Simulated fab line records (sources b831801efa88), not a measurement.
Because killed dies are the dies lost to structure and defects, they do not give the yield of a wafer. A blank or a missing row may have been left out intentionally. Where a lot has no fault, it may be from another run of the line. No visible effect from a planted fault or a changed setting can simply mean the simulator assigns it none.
Which tool is to blame? | flow sky130 | 13 lots with 39 wafers sampled at 3 steps, on a route of 708 steps

WHAT THE GAUGES SHOWED, per wafer
SKY_VIA4_OVL_MEAS_11.
lot  | measured     | on         | VIA4_OVL (nm)
L478 | day 42 16:46 | overlay-01 | -2.0 1.1 -0.1
L479 | day 42 20:15 | overlay-02 | -0.1 -0.3 1.3
L480 | day 43 03:59 | overlay-01 | 0.6 0.4 -1.2
L481 | day 43 11:22 | overlay-01 | 0.6 0.5 -0.5
L482 | day 43 18:10 | overlay-01 | -0.8 -0.6 -1.5
L487 | day 45 10:57 | overlay-01 | 0.3 0.6 1.0
L492 | day 46 12:58 | overlay-02 | -1.6 0.0 -2.4
L495 | day 47 07:33 | overlay-01 | -0.1 0.1 -0.1
L496 | day 47 10:04 | overlay-01 | -1.7 -0.1 -0.1
L497 | day 48 02:47 | overlay-02 | -0.5 -1.0 -0.3
L498 | day 48 02:18 | overlay-02 | 1.0 -0.5 -1.0
L499 | day 48 03:28 | overlay-02 | -2.2 -1.9 -2.9
L501 | day 48 12:25 | overlay-01 | 0.5 0.2 -0.2

WHAT TOOL EACH LOT RAN ON (gives the tool, then ch and the chambers of the sampled wafers, and finally the start)
lot  | SKY_FIELD_ISO_CLEAN_19         | SKY_METAL4_ETCH_16
L478 | wet bench-03 ch 3, day 2 06:20 | rie metal-04 ch 0,1, day 41 16:04
L479 | wet bench-01 ch 2, day 2 12:22 | rie metal-04 ch 0,1, day 41 19:14
L480 | wet bench-02 ch 3, day 2 15:35 | rie metal-02 ch 0,1, day 42 03:32
L481 | wet bench-03 ch 2, day 2 21:20 | rie metal-02 ch 0,1, day 42 10:44
L482 | wet bench-03 ch 3, day 3 01:30 | rie metal-04 ch 0,1, day 42 18:43
L487 | wet bench-02 ch 2, day 4 04:04 | rie metal-04 ch 0,1, day 44 11:52
L492 | wet bench-03 ch 2, day 5 05:31 | rie metal-02 ch 0,1, day 45 14:50
L495 | wet bench-03 ch 3, day 5 21:15 | rie metal-03 ch 0,1, day 46 10:38
L496 | wet bench-02 ch 3, day 6 02:06 | rie metal-02 ch 0,1, day 46 12:59
L497 | wet bench-03 ch 3, day 6 07:11 | rie metal-03 ch 0,1, day 47 06:00
L498 | wet bench-03 ch 3, day 6 12:33 | rie metal-02 ch 0,1, day 47 05:23
L499 | wet bench-01 ch 1, day 6 18:53 | rie metal-04 ch 0,1, day 47 07:28
L501 | wet bench-01 ch 3, day 7 07:05 | rie metal-03 ch 0,1, day 47 16:40
- SKY_FIELD_ISO_CLEAN_19: cleans in SC1/SC2, time 150 s.
- SKY_METAL4_ETCH_16: etches BARC in N2/H2, stops on SiO2, time 88.2 s, target depth 60 nm.

WHAT THE TOOLS THEMSELVES READ (means of the sampled wafers that have a number; where no wafer has one, the mark that the record gives instead)
SKY_METAL4_ETCH_16.
lot  | tool         | drypump motor current A (A) | oes product au (a.u.) | throttle valve pct (%)
L478 | rie metal-04 | 5.5                         | 0.625                 | 13.203
L479 | rie metal-04 | 5.9                         | 0.623                 | 13.205
L480 | rie metal-02 | 5.4                         | 0.626                 | 13.209
L481 | rie metal-02 | 5.5                         | 0.632                 | 13.197
L482 | rie metal-04 | 5.5                         | 0.627                 | 13.204
L487 | rie metal-04 | 5.5                         | 0.624                 | 13.208
L492 | rie metal-02 | 5.5                         | 0.624                 | 13.202
L495 | rie metal-03 | 5.6                         | 0.625                 | 13.221
L496 | rie metal-02 | 5.4                         | 0.627                 | 13.210
L497 | rie metal-03 | 5.7                         | 0.634                 | 13.212
L498 | rie metal-02 | 5.4                         | 0.630                 | 13.207
L499 | rie metal-04 | 5.9                         | 0.628                 | 13.203
L501 | rie metal-03 | 5.7                         | 0.624                 | 13.206

THE ANSWER, worked out from the rows above alone
Rule: what is usual is taken from the lots themselves. Put in order of their means at a reading, lots are off if they are a third of the lots or fewer, leave a main group of 4 or more, and stand apart from it by a gap of 3 or more times the standard deviation of the main group's means; of several such gaps the widest counts. A main group whose means are all the same, to the digits that the tables above print for the reading, isn't used. Also off: a lot with no number at a reading for which 4 or more lots have one. The other lots that the step has rows for count as sound. First the gauges in route order, then the tools' own readings, where a lot's mean is used as printed above. At the first step where some lot is off, the reading lying furthest off is the one used; lots without a number count as furthest.
None of the lots is off at any reading shown; this tells nothing.

WHAT HAD BEEN PUT IN BY THE SIMULATOR
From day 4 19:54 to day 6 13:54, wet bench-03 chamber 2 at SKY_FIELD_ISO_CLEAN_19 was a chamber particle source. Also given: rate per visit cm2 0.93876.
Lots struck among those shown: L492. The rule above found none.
